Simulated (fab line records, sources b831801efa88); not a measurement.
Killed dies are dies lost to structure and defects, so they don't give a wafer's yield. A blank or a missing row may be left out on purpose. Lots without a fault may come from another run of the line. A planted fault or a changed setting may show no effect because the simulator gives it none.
fab line records | flow sky130
record lots=24 wafers=72 last_day=50
route steps=708 shown FIELD_ISO@16 VT_ADJUST_HVTP@92 VT_ADJUST_LVTN@115 SD_N@356 METAL2@484
lots that met no fault: from a run of the same line without faults
start_h: hours from the record's first day to the start of the lot's first wafer shown | wait_h: hours since the lot's step before | " the same as in the row above | L1.1+2: a row that stands for several wafers | - no value, or no start given | * or withheld: withheld | < > ~ a bound
route shown NAME@n: a module of which the file shows steps, and the number in the route of the first | usual: mean/standard deviation of fault-free wafers | same: alike in all rows | chamber/n: place in a boat | sites: the reading at each site | _std_site: their standard deviation | _edge_site: outer sites' mean less inner sites' | radius_mm: how far each site lies from the wafer's centre | mask NAME#n: copy n | behind: the tool/chamber that last shaped the wafer | hold: why the lot was held/for how many hours/how that ended | device: the transistor (n, p or np) that didn't switch | end of line: the same wafers' tests at the end of the route | a step without rows: its recipe alone | killed: dies lost to structure and defects at the first sort, not the wafer's yield | map: a wafer's dies, x killed, . not, _ none there
set.NAME: the setting as run; set.NAME@STEP: as run at that earlier step | model.NAME: the simulator's own value behind a step, which no gauge read
steps of the route over a sample of lots; a table a step, a row a wafer
services: from which hour (start_h, from the record's first day; less than 0 if before it) a tool's chamber was out of use, for how many hours, and why
## steps
# step SKY_FIELD_ISO_ETCH_15
# recipe chemistry=CHF3/O2 target_depth_nm=180 stop_on=Si source_w=600 bias_w=200 pressure_mtorr=40 chf3_flow_sccm=50 O2_flow_sccm=5 time_s=72
# usual bias_w=200.0/0.54 chf3_flow_sccm=49.99/0.16 drypump_motor_current_A=5.7/0.41 oes_product_au=0.946/0.0078 throttle_valve_pct=8.846/0.01
# columns lot.wafer tool chamber start_h wait_h bias_w chf3_flow_sccm drypump_motor_current_A oes_product_au rf_hours_counter_h throttle_valve_pct
L074.1 rie_diel-02 3 30.58 0.0 200.2 50.32 5.8 0.950 22 8.858
L074.4 " 2 " " 199.9 50.05 5.5 0.948 128 8.863
L074.6 " 2 " " 199.8 50.07 5.5 0.959 - 8.847
L075.2 rie_diel-02 0 34.08 0.0 199.1 50.12 5.1 0.956 160 8.864
L075.4 " 1 " " 200.1 50.16 5.7 0.955 99 8.859
L075.5 " 0 " " 201.0 49.99 5.1 0.955 - 8.856
L076.2 rie_diel-03 1 39.46 0.0 201.2 50.00 5.7 0.940 117 8.848
L076.3 " 2 " " 200.0 49.85 6.2 0.941 109 8.837
L076.6 " 2 " " 200.5 49.77 6.2 0.939 - 8.846
L077.2 rie_diel-01 2 44.18 0.0 200.6 49.85 6.1 0.959 161 8.835
L077.3 " 0 " " 200.7 50.33 6.7 0.953 171 8.838
L077.5 " 1 " " 200.1 49.86 6.0 0.954 - 8.846
L078.2 rie_diel-01 1 50.09 0.0 200.5 49.91 6.0 0.948 15 8.869
L078.4 " 0 " " 200.7 50.30 6.7 0.948 172 8.846
L078.5 " 1 " " 199.7 49.76 6.0 0.947 - 8.848
L079.1 rie_diel-02 2 57.34 0.0 200.8 50.14 5.6 0.944 129 8.872
L079.2 " 0 " " 200.4 49.79 5.1 0.944 161 8.837
L079.6 " 3 " " 199.3 50.00 5.8 0.942 - 8.838
L081.1 rie_diel-03 1 66.31 0.0 200.5 50.23 5.7 0.933 117 8.846
L081.2 " 0 " " 199.7 50.07 5.3 0.952 4 8.846
L081.3 " 2 " " 199.3 49.92 6.2 0.948 110 8.834
L080.2 rie_diel-02 3 66.84 0.0 200.6 50.08 5.8 0.940 23 8.843
L080.3 " 2 " " 198.6 50.01 5.6 0.936 129 8.846
L080.5 " 2 " " 199.9 49.99 5.6 0.940 - 8.864
L082.1 rie_diel-02 2 71.29 0.0 199.7 50.11 5.6 0.945 129 8.855
L082.3 " 3 " " 200.7 49.91 5.8 0.944 24 8.853
L082.6 " 2 " " 199.8 50.03 5.6 0.946 - 8.843
L083.1 rie_diel-01 1 76.39 0.0 200.5 50.24 6.0 0.953 15 8.837
L083.2 " 3 " " 199.3 49.90 5.1 0.950 1 8.840
L083.4 " 1 " " 200.1 50.12 6.0 0.950 - 8.827
L084.1 rie_diel-01 2 82.49 0.0 199.6 49.97 6.1 0.949 161 8.842
L084.2 " 1 " " 200.9 49.85 6.0 0.947 15 8.839
L084.4 " 1 " " 199.9 49.81 6.0 0.950 - 8.836
L085.2 rie_diel-02 0 85.08 0.0 199.6 50.02 5.1 0.954 161 8.851
L085.4 " 3 " " 200.3 50.40 5.8 0.956 24 8.873
L085.6 " 2 " " 199.6 49.95 5.6 0.957 - 8.842
L086.2 rie_diel-01 1 91.64 0.0 199.8 49.94 6.0 0.954 16 8.854
L086.5 " 3 " " 199.5 49.72 5.1 0.950 - 8.841
L086.6 " 2 " " 200.0 50.14 6.1 0.944 - 8.844
L087.3 rie_diel-03 1 96.83 0.0 199.7 50.25 5.7 0.953 117 8.852
L087.4 " 2 " " 200.6 49.81 6.2 0.944 110 8.845
L087.5 " 1 " " 199.7 49.99 5.7 0.951 - 8.856
L088.1 rie_diel-03 0 102.11 0.0 198.8 50.21 5.3 0.942 5 8.843
L088.2 " 3 " " 200.2 50.23 6.2 0.935 127 8.833
L088.4 " 1 " " 199.6 50.01 5.7 0.943 - 8.837
L089.1 rie_diel-01 3 107.09 0.0 199.7 49.89 5.1 0.948 1 8.858
L089.3 " 1 " " 200.4 49.94 6.0 0.952 16 8.848
L089.5 " 3 " " 200.5 49.98 5.1 0.946 - 8.875
L090.2 rie_diel-02 3 113.56 0.0 201.0 49.81 5.8 0.945 24 8.852
L090.3 " 2 " " 198.8 49.97 5.6 0.942 130 8.837
L090.5 " 1 " " 200.7 50.40 5.7 0.939 - 8.852
L091.3 rie_diel-02 1 118.37 0.0 200.6 49.98 5.7 0.941 101 8.848
L091.4 " 3 " " 199.8 50.12 5.8 0.957 25 8.853
L091.6 " 2 " " 200.4 49.94 5.6 0.948 - 8.845
L092.1 rie_diel-03 0 122.56 0.0 200.1 49.85 5.2 0.952 5 8.858
L092.2 " 1 " " 201.6 49.89 5.7 0.945 118 8.847
L092.3 " 2 " " 200.2 50.25 6.2 0.938 110 8.833
L093.4 rie_diel-03 0 129.38 0.0 199.2 50.12 5.3 0.942 - 8.828
L093.5 " 1 " " 200.3 50.17 5.7 0.937 - 8.846
L093.6 " 3 " " 199.6 50.23 6.2 0.940 - 8.832
L094.2 rie_diel-03 3 134.08 0.0 200.4 50.03 6.2 0.939 128 8.848
L094.3 " 0 " " 200.2 50.12 5.2 0.938 5 8.848
L094.6 " 0 " " 200.0 49.97 5.3 0.943 - 8.836
L095.1 rie_diel-03 1 138.68 0.0 200.3 50.19 5.7 0.931 118 8.821
L095.5 " 3 " " 199.9 49.96 6.2 0.943 - 8.853
L095.6 " 2 " " 200.5 49.79 6.2 0.947 - 8.844
L096.2 rie_diel-01 0 142.63 0.0 200.7 50.05 6.7 0.955 1 8.852
L096.4 " 1 " " 199.2 49.94 6.0 0.944 17 8.838
L096.6 " 3 " " 200.7 49.74 5.1 0.943 - 8.846
L097.3 rie_diel-02 1 151.44 0.0 199.6 49.79 5.7 0.940 102 8.844
L097.5 " 3 " " 199.8 50.06 5.8 0.957 - 8.852
L097.6 " 2 " " 199.6 49.96 5.6 0.946 - 8.842
# step SKY_FIELD_ISO_CMP_27
# recipe stop_on=Si3N4 t_overpolish_s=16 down_force_psi=4 platen_rpm=60 target_thk_nm=457.8 pad_velocity_m_s=0.94248
# usual motor_current_A=11.7/1.2 overpolish_run_s=15.999/0.0095 time_to_endpoint_s=110/4.4
# same t_overpolish_s=16
# columns lot.wafer tool chamber start_h wait_h motor_current_A overpolish_run_s time_to_endpoint_s
L074.1 cmp-01 1 38.81 0.0 12.7 15.982 113
L074.4 " 0 " " 9.8 16.009 110
L074.6 " 2 " " 12.6 15.990 103
L075.4 cmp-02 3 43.28 0.1 10.4 15.998 114
L075.2 " 0 " " 10.5 16.006 110
L075.5 " 1 " " 11.1 16.007 111
L076.3 cmp-01 2 51.76 0.1 13.2 16.021 110
L076.2 " 0 " " 10.0 15.994 113
L076.6 " 2 " " 12.7 15.984 107
L077.2 cmp-02 1 51.89 0.2 11.1 16.022 110
L077.3 " 3 " " 11.0 16.009 112
L077.5 " 1 " " 11.1 15.987 109
L078.2 cmp-02 3 55.82 0.1 11.4 16.004 110
L078.4 " 0 " " 10.3 15.995 110
L078.5 " 3 " " 11.0 16.013 114
L079.2 cmp-02 1 60.71 0.0 10.8 16.008 112
L079.1 " 2 " " 12.6 16.000 109
L079.6 " 2 " " 13.2 15.995 106
L081.3 cmp-02 3 69.74 0.0 11.6 15.995 108
L081.2 " 1 " " 11.6 15.992 113
L081.1 " 2 " " 12.8 16.006 103
L080.3 cmp-01 1 71.24 0.0 12.5 16.000 114
L080.2 " 3 " " 12.7 15.983 120
L080.5 " 1 " " 12.9 15.997 110
L082.1 cmp-01 1 76.26 0.1 12.4 16.003 113
L082.3 " 3 " " 14.1 16.004 118
L082.6 " 1 " " 12.3 15.999 109
L083.1 cmp-01 0 81.92 0.0 9.6 15.988 112
L083.2 " 1 " " 12.5 16.005 108
L083.4 " 2 " " 11.6 15.988 108
L084.2 cmp-02 0 86.46 0.0 10.2 15.985 106
L084.1 " 2 " " 13.0 15.991 104
L084.4 " 3 " " 11.5 16.009 109
L085.2 cmp-02 1 93.45 0.1 10.5 15.990 110
L085.4 " 2 " " 12.7 15.987 105
L085.6 " 3 " " 11.5 15.984 113
L086.2 cmp-02 3 97.36 0.1 11.3 16.005 105
L086.6 " 1 " " 11.1 15.993 107
L086.5 " 2 " " 12.9 15.993 103
L087.4 cmp-01 2 102.15 0.3 13.3 15.993 108
L087.3 " 3 " " 12.8 16.008 116
L087.5 " 2 " " 13.2 15.997 103
L088.2 cmp-02 2 106.74 0.1 12.8 16.000 101
L088.4 " 3 " " 11.5 15.994 109
L088.1 " 0 " " 10.1 16.001 105
L089.3 cmp-01 1 113.13 0.0 12.7 15.991 113
L089.1 " 2 " " 12.8 15.971 113
L089.5 " 2 " " 12.4 15.990 105
L090.2 cmp-01 2 117.46 0.1 13.0 15.996 108
L090.3 " 3 " " 12.5 16.004 114
L090.5 " 2 " " 12.5 15.999 103
L091.3 cmp-01 0 122.60 0.0 9.2 16.005 112
L091.4 " 3 " " 12.8 16.011 120
L091.6 " 0 " " 9.5 16.003 112
L092.2 cmp-02 1 126.46 0.1 11.0 16.008 115
L092.1 " 2 " " 12.3 15.992 107
L092.3 " 3 " " 11.0 15.998 117
L093.4 cmp-01 1 132.87 0.1 12.8 15.993 112
L093.5 " 2 " " 13.0 16.000 110
L093.6 " 3 " " 12.8 15.991 119
L094.3 cmp-01 1 138.16 0.2 12.2 15.995 113
L094.2 " 0 " " 10.0 15.981 114
L094.6 " 2 " " 13.0 16.007 109
L095.1 cmp-02 1 144.94 0.0 10.9 15.998 109
L095.5 " 1 " " 11.5 15.998 109
L095.6 " 2 " " 12.6 16.015 105
L096.2 cmp-01 3 150.38 0.0 12.5 15.995 118
L096.4 " 0 " " 9.6 16.014 108
L096.6 " 3 " " 13.9 16.009 114
L097.3 cmp-02 2 156.15 0.0 12.4 15.993 102
L097.5 " 2 " " 12.4 16.022 104
L097.6 " 3 " " 10.6 15.998 112
# step SKY_VT_ADJUST_HVTP_CD_MEAS_07
# recipe target_cd_nm=380
# usual cd_nm=379.6/1.8
# columns lot.wafer tool chamber start_h wait_h cd_nm
L074.1 cd_sem-01 - 133.38 0.1 378.3
L074.4 " - " " 381.3
L074.6 " - " " 379.2
L075.2 cd_sem-02 - 134.21 0.1 380.0
L075.4 " - " " 379.2
L075.5 " - " " 382.5
L076.2 cd_sem-01 - 141.83 0.1 375.6
L076.3 " - " " 376.2
L076.6 " - " " 378.1
L077.2 cd_sem-02 - 142.13 0.1 382.0
L077.3 " - " " 383.2
L077.5 " - " " 380.1
L078.2 cd_sem-01 - 150.31 0.1 379.2
L078.4 " - " " 379.3
L078.5 " - " " 378.7
L079.1 cd_sem-02 - 154.78 0.1 378.2
L079.2 " - " " 376.8
L079.6 " - " " 380.5
L081.1 cd_sem-01 - 166.28 0.1 377.4
L081.2 " - " " 378.2
L081.3 " - " " 380.6
L080.2 cd_sem-02 - 168.23 0.1 379.0
L080.3 " - " " 378.4
L080.5 " - " " 378.7
L082.1 cd_sem-01 - 173.11 0.1 382.5
L082.3 " - " " 381.7
L082.6 " - " " 380.5
L083.1 cd_sem-01 - 181.64 0.1 381.2
L083.2 " - " " 380.1
L083.4 " - " " 379.9
L084.1 cd_sem-01 - 187.34 0.1 380.1
L084.2 " - " " 378.2
L084.4 " - " " 379.1
L085.2 cd_sem-01 - 193.05 0.1 377.8
L085.4 " - " " 379.4
L085.6 " - " " 378.2
L086.2 cd_sem-01 - 200.68 0.1 380.7
L086.5 " - " " 380.5
L086.6 " - " " 382.9
L087.3 cd_sem-02 - 205.17 0.1 379.4
L087.4 " - " " 381.4
L087.5 " - " " 380.2
L088.1 cd_sem-01 - 211.73 0.1 377.4
L088.2 " - " " 379.3
L088.4 " - " " 377.3
L089.1 cd_sem-02 - 219.21 0.1 380.7
L089.3 " - " " 383.3
L089.5 " - " " 380.3
L090.2 cd_sem-01 - 226.13 0.1 382.7
L090.3 " - " " 381.6
L090.5 " - " " 382.5
L091.3 cd_sem-02 - 230.37 0.1 376.4
L091.4 " - " " 376.6
L091.6 " - " " 377.2
L092.1 cd_sem-01 - 235.88 0.1 381.5
L092.2 " - " " 380.4
L092.3 " - " " 380.8
L093.4 cd_sem-02 - 243.47 0.1 378.2
L093.5 " - " " 378.0
L093.6 " - " " 379.0
L094.2 cd_sem-02 - 249.03 0.1 379.2
L094.3 " - " " 378.6
L094.6 " - " " 380.8
L095.1 cd_sem-02 - 260.96 0.1 379.4
L095.5 " - " " 381.0
L095.6 " - " " 376.6
L096.2 cd_sem-02 - 264.46 0.1 378.0
L096.4 " - " " 377.0
L096.6 " - " " 378.7
L097.3 cd_sem-02 - 272.75 0.1 379.9
L097.5 " - " " 378.0
L097.6 " - " " 380.1
# step SKY_VT_ADJUST_LVTN_OVL_MEAS_18
# usual VT_ADJUST_LVTN_01_OVL=-0.1/1.4
# columns lot.wafer tool chamber start_h wait_h VT_ADJUST_LVTN_01_OVL[nm]
L074.1 overlay-02 - 172.21 0.1 -1.1
L074.4 " - " " -2.0
L074.6 " - " " -0.3
L075.2 overlay-02 - 173.85 0.1 -2.0
L075.4 " - " " -2.1
L075.5 " - " " -2.4
L076.2 overlay-01 - 182.23 0.1 -0.3
L076.3 " - " " -1.6
L076.6 " - " " 0.0
L077.2 overlay-02 - 182.72 0.1 0.0
L077.3 " - " " -0.6
L077.5 " - " " 0.0
L078.2 overlay-01 - 192.09 0.1 1.2
L078.4 " - " " 2.6
L078.5 " - " " 2.3
L079.1 overlay-02 - 196.08 0.1 0.5
L079.2 " - " " 1.1
L079.6 " - " " 0.2
L081.1 overlay-01 - 208.64 0.1 -1.4
L081.2 " - " " 0.1
L081.3 " - " " 0.1
L080.2 overlay-01 - 210.77 0.1 0.8
L080.3 " - " " 1.9
L080.5 " - " " 1.8
L082.1 overlay-01 - 216.49 0.1 0.4
L082.3 " - " " 1.8
L082.6 " - " " 1.3
L083.1 overlay-02 - 225.81 0.1 -3.2
L083.2 " - " " -2.7
L083.4 " - " " -1.3
L084.1 overlay-02 - 232.03 0.1 -1.0
L084.2 " - " " -1.1
L084.4 " - " " -0.4
L085.2 overlay-02 - 238.40 0.1 0.4
L085.4 " - " " -3.1
L085.6 " - " " -0.7
L086.2 overlay-01 - 245.33 0.1 -0.4
L086.5 " - " " -0.5
L086.6 " - " " -0.9
L087.3 overlay-02 - 251.56 0.1 0.4
L087.4 " - " " 3.3
L087.5 " - " " 2.1
L088.1 overlay-02 - 256.59 0.1 -1.0
L088.2 " - " " -0.6
L088.4 " - " " 0.6
L089.1 overlay-01 - 265.69 0.1 0.6
L089.3 " - " " -0.4
L089.5 " - " " 0.4
L090.2 overlay-01 - 274.48 0.1 0.4
L090.3 " - " " 1.9
L090.5 " - " " -0.1
L091.3 overlay-01 - 277.52 0.1 -0.9
L091.4 " - " " -1.6
L091.6 " - " " 0.5
L092.1 overlay-01 - 283.58 0.1 0.4
L092.2 " - " " -0.3
L092.3 " - " " 1.6
L093.4 overlay-02 - 290.96 0.1 1.6
L093.5 " - " " 0.9
L093.6 " - " " -1.3
L094.2 overlay-02 - 298.18 0.1 -0.3
L094.3 " - " " -1.3
L094.6 " - " " -2.4
L095.1 overlay-02 - 310.68 0.1 -0.7
L095.5 " - " " -1.7
L095.6 " - " " -1.4
L096.2 overlay-01 - 314.73 0.1 0.9
L096.4 " - " " 0.0
L096.6 " - " " -1.7
L097.3 overlay-01 - 323.59 0.1 -1.1
L097.5 " - " " -1.8
L097.6 " - " " 0.6
# step SKY_SD_N_RTA_14
# recipe temp_c=1075 time_s=2 idle_temp_c=650 ramp_up_c_per_s=150 ramp_down_c_per_s=90 ambient=N2
# usual chamber_o2_ppm=1.997/0.019 lamp_power_pct=15.73/0.051 wafer_temp_C_max=1077.9/1.4
# columns lot.wafer tool chamber start_h wait_h chamber_o2_ppm lamp_power_pct wafer_temp_C_max
L074.1 rtp_anneal-01 0 660.91 0.0 2.003 15.74 1079.6
L074.4 " 0 " " 2.020 15.77 1078.3
L074.6 " 0 " " 1.995 15.71 1080.4
L075.2 rtp_anneal-02 0 663.07 0.0 1.984 15.71 1079.8
L075.4 " 0 " " 2.004 15.68 1075.1
L075.5 " 0 " " 2.000 15.73 1075.3
L077.2 rtp_anneal-01 0 683.77 0.0 2.007 15.71 1074.9
L077.3 " 0 " " 2.022 15.73 1077.4
L077.5 " 0 " " 1.979 15.65 1077.8
L076.2 rtp_anneal-02 0 685.70 0.0 2.013 15.79 1077.8
L076.3 " 0 " " 1.981 15.68 1078.8
L076.6 " 0 " " 2.015 15.69 1078.5
L078.2 rtp_anneal-01 0 693.10 0.0 1.973 15.73 1078.0
L078.4 " 0 " " 1.967 15.80 1076.9
L078.5 " 0 " " 2.000 15.79 1078.6
L079.1 rtp_anneal-02 0 694.64 0.0 1.961 15.81 1077.9
L079.2 " 0 " " 1.992 15.75 1077.8
L079.6 " 0 " " 1.991 15.73 1076.6
L081.1 rtp_anneal-01 0 704.19 0.0 1.999 15.73 1079.1
L081.2 " 0 " " 1.995 15.60 1080.8
L081.3 " 0 " " 1.982 15.71 1078.6
L080.2 rtp_anneal-02 0 708.47 0.0 1.975 15.71 1079.6
L080.3 " 0 " " 1.969 15.71 1077.2
L080.5 " 0 " " 2.010 15.71 1077.7
L082.1 rtp_anneal-01 0 716.76 0.0 1.976 15.83 1077.8
L082.3 " 0 " " 1.967 15.73 1077.3
L082.6 " 0 " " 1.976 15.77 1076.4
L083.1 rtp_anneal-02 0 728.36 0.0 1.991 15.68 1077.1
L083.2 " 0 " " 1.967 15.77 1077.1
L083.4 " 0 " " 1.977 15.82 1079.5
L084.1 rtp_anneal-01 0 736.91 0.0 1.983 15.78 1078.1
L084.2 " 0 " " 1.955 15.72 1078.7
L084.4 " 0 " " 1.984 15.77 1079.9
L085.2 rtp_anneal-02 0 741.68 0.0 1.987 15.69 1075.8
L085.4 " 0 " " 1.995 15.79 1080.8
L085.6 " 0 " " 1.996 15.67 1082.3
L086.2 rtp_anneal-01 0 747.87 0.0 2.026 15.74 1078.5
L086.5 " 0 " " 2.008 15.84 1075.9
L086.6 " 0 " " 1.989 15.66 1078.4
L087.3 rtp_anneal-02 0 757.88 0.0 2.003 15.74 1076.3
L087.4 " 0 " " 1.997 15.71 1078.8
L087.5 " 0 " " 1.983 15.81 1077.4
L088.1 rtp_anneal-01 0 764.62 0.0 1.997 15.76 1079.6
L088.2 " 0 " " 2.042 15.68 1080.7
L088.4 " 0 " " 2.019 15.75 1078.9
L089.1 rtp_anneal-02 0 771.05 0.0 1.981 15.60 1075.8
L089.3 " 0 " " 1.973 15.69 1077.8
L089.5 " 0 " " 1.989 15.71 1075.2
L091.3 rtp_anneal-01 0 782.78 0.0 2.027 15.75 1078.9
L091.4 " 0 " " 2.003 15.71 1077.1
L091.6 " 0 " " 2.051 15.75 1079.8
L090.2 rtp_anneal-02 0 783.13 0.0 1.980 15.75 1079.3
L090.3 " 0 " " 2.029 15.74 1078.5
L090.5 " 0 " " 2.013 15.73 1077.7
L092.1 rtp_anneal-01 0 790.76 0.0 1.972 15.75 1078.8
L092.2 " 0 " " 1.997 15.68 1078.5
L092.3 " 0 " " 1.978 15.74 1077.0
L093.4 rtp_anneal-02 0 800.42 0.0 2.010 15.73 1078.2
L093.5 " 0 " " 2.017 15.73 1077.3
L093.6 " 0 " " 1.985 15.72 1076.4
L094.2 rtp_anneal-01 0 802.07 0.0 1.974 15.71 1077.9
L094.3 " 0 " " 2.000 15.71 1076.9
L094.6 " 0 " " 1.983 15.69 1079.2
L095.1 rtp_anneal-02 0 816.41 0.0 1.983 15.79 1081.4
L095.5 " 0 " " 1.963 15.75 1079.1
L095.6 " 0 " " 1.993 15.76 1076.1
L096.2 rtp_anneal-01 0 823.52 0.0 1.986 15.64 1077.3
L096.4 " 0 " " 1.974 15.69 1077.3
L096.6 " 0 " " 1.996 15.77 1077.1
L097.3 rtp_anneal-01 0 828.46 0.0 2.007 15.71 1076.6
L097.5 " 0 " " 2.011 15.75 1077.4
L097.6 " 0 " " 2.007 15.75 1075.8
# step SKY_METAL2_SPUTTER_01
# recipe material=TiN target_thk_nm=20 power_w=6500 time_s=16.7 chamber_pressure_pa=0.4
# usual throttle_valve_pct=30.5/1
# columns lot.wafer tool chamber start_h wait_h throttle_valve_pct
L074.1 pvd_sputter-04 - 806.98 0.0 33.0
L074.4 " - " " 30.3
L074.6 " - " " 30.1
L075.2 pvd_sputter-02 - 808.84 0.0 29.4
L075.4 " - " " 30.7
L075.5 " - " " 29.5
L077.2 pvd_sputter-04 - 830.61 0.0 33.0
L077.3 " - " " 30.0
L077.5 " - " " 30.8
L076.2 pvd_sputter-03 - 831.45 0.0 31.2
L076.3 " - " " 29.5
L076.6 " - " " 29.3
L078.2 pvd_sputter-02 - 836.54 0.0 30.3
L078.4 " - " " 31.0
L078.5 " - " " 29.7
L079.1 pvd_sputter-03 - 836.89 0.0 29.2
L079.2 " - " " 31.8
L079.6 " - " " 30.1
L081.1 pvd_sputter-04 - 849.28 0.0 31.1
L081.2 " - " " 29.8
L081.3 " - " " 30.2
L080.2 pvd_sputter-02 - 851.15 0.0 31.0
L080.3 " - " " 30.2
L080.5 " - " " 30.3
L082.1 pvd_sputter-02 - 859.83 0.0 31.0
L082.3 " - " " 30.4
L082.6 " - " " 29.3
L083.1 pvd_sputter-03 - 869.14 0.0 31.4
L083.2 " - " " 29.3
L083.4 " - " " 32.3
L084.1 pvd_sputter-03 - 878.80 0.0 30.2
L084.2 " - " " 32.4
L084.4 " - " " 31.1
L085.2 pvd_sputter-03 - 884.24 0.0 29.9
L085.4 " - " " 32.2
L085.6 " - " " 30.2
L086.2 pvd_sputter-02 - 889.69 0.0 29.0
L086.5 " - " " 31.0
L086.6 " - " " 29.0
L087.3 pvd_sputter-03 - 897.09 0.0 31.4
L087.4 " - " " 30.2
L087.5 " - " " 29.3
L088.1 pvd_sputter-02 - 903.24 0.0 29.9
L088.2 " - " " 29.0
L088.4 " - " " 29.9
L089.1 pvd_sputter-02 - 909.63 0.0 31.2
L089.3 " - " " 29.4
L089.5 " - " " 29.8
L091.3 pvd_sputter-02 - 919.67 0.0 30.4
L091.4 " - " " 30.1
L091.6 " - " " 30.6
L090.2 pvd_sputter-04 - 919.99 0.0 29.9
L090.3 " - " " 31.0
L090.5 " - " " 31.0
L092.1 pvd_sputter-02 - 928.70 0.0 29.8
L092.2 " - " " 31.4
L092.3 " - " " 30.4
L093.4 pvd_sputter-03 - 938.49 0.0 32.3
L093.5 " - " " 32.2
L093.6 " - " " 29.4
L094.2 pvd_sputter-02 - 939.67 0.0 29.1
L094.3 " - " " 30.9
L094.6 " - " " 31.1
L095.1 pvd_sputter-02 - 951.89 0.0 30.5
L095.5 " - " " 30.9
L095.6 " - " " 30.0
L096.2 pvd_sputter-02 - 959.97 0.0 29.3
L096.4 " - " " 31.0
L096.6 " - " " 29.3
L097.3 pvd_sputter-02 - 965.20 0.0 30.4
L097.5 " - " " 29.2
L097.6 " - " " 30.1
## services
# columns tool chamber start_h hours kind
cmp-01 - 9.54 1.1 repair
cmp-02 - 16.12 3.1 repair
pvd_sputter-02 - 26.37 3.5 repair
pvd_sputter-02 - 29.13 4.9 repair
cmp-02 - 30.77 1.2 repair
cmp-01 - 60.30 1.2 repair
cmp-02 - 64.00 4.0 pm
cmp-02 - 64.05 0.4 repair
cmp-01 - 93.70 6.4 pm
cmp-02 - 100.13 5.6 pm
cmp-02 - 134.01 8.9 pm
pvd_sputter-02 - 152.93 4.1 repair
cmp-02 - 174.11 0.7 repair
cmp-01 - 175.65 0.8 repair
cmp-01 - 225.98 1.2 repair
pvd_sputter-02 - 228.66 0.9 repair
cmp-01 - 233.57 4.0 pm
pvd_sputter-02 - 252.21 2.0 repair
pvd_sputter-02 - 403.87 0.8 repair
pvd_sputter-02 - 452.04 3.2 repair
pvd_sputter-02 - 504.27 3.6 repair
rtp_anneal-01 - 512.48 3.2 pm
pvd_sputter-02 - 692.63 9.7 repair
pvd_sputter-02 - 890.41 2.5 repair
## key
fault none
